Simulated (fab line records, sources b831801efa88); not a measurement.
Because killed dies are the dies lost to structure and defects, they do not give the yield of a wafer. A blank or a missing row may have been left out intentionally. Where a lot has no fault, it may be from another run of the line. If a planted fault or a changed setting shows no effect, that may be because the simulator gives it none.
The tool behind it: which one? / flow gf180mcu / route of 602 steps, sampled at 1 step: 6 lots, 18 wafers

WHAT EACH GAUGE READ, for each wafer
GF_STI_THK_MEAS_02.
lot=L788; measured=day 2 07:48; on=film metro-02; STI_OXIDATION_THK (nm)=9.80 9.91 9.96
lot=L796; measured=day 3 23:31; on=film metro-03; STI_OXIDATION_THK (nm)=10.28 10.31 10.39
lot=L798; measured=day 4 10:07; on=film metro-02; STI_OXIDATION_THK (nm)=10.05 9.86 10.11
lot=L800; measured=day 4 19:32; on=film metro-02; STI_OXIDATION_THK (nm)=9.99 10.00 9.68
lot=L804; measured=day 5 15:31; on=film metro-01; STI_OXIDATION_THK (nm)=9.92 10.06 10.26
lot=L806; measured=day 6 01:31; on=film metro-02; STI_OXIDATION_THK (nm)=9.75 9.87 9.73

WHICH TOOL RAN EACH LOT (tool, then ch and the chambers of the sampled wafers, then the start)
Before these readings, the record contains no process step.

THE ANSWER, worked out from the rows above alone
Rule: the lots themselves supply what counts as usual. Put in order of their means at a reading, lots are off if they are a third of the lots or fewer, leave a main group of 4 or more, and stand apart from it by a gap of 3 or more times the standard deviation of the main group's means; of several such gaps the widest counts. Not used: any main group whose means are identical at the precision the tables above print for the reading. A lot without any number at a reading at which 4 lots or more have one is off too. The other lots that the step has rows for count as sound.
Across all readings shown, no lot is off: no conclusion can be drawn from this.

WHAT THE SIMULATOR HAD INSERTED
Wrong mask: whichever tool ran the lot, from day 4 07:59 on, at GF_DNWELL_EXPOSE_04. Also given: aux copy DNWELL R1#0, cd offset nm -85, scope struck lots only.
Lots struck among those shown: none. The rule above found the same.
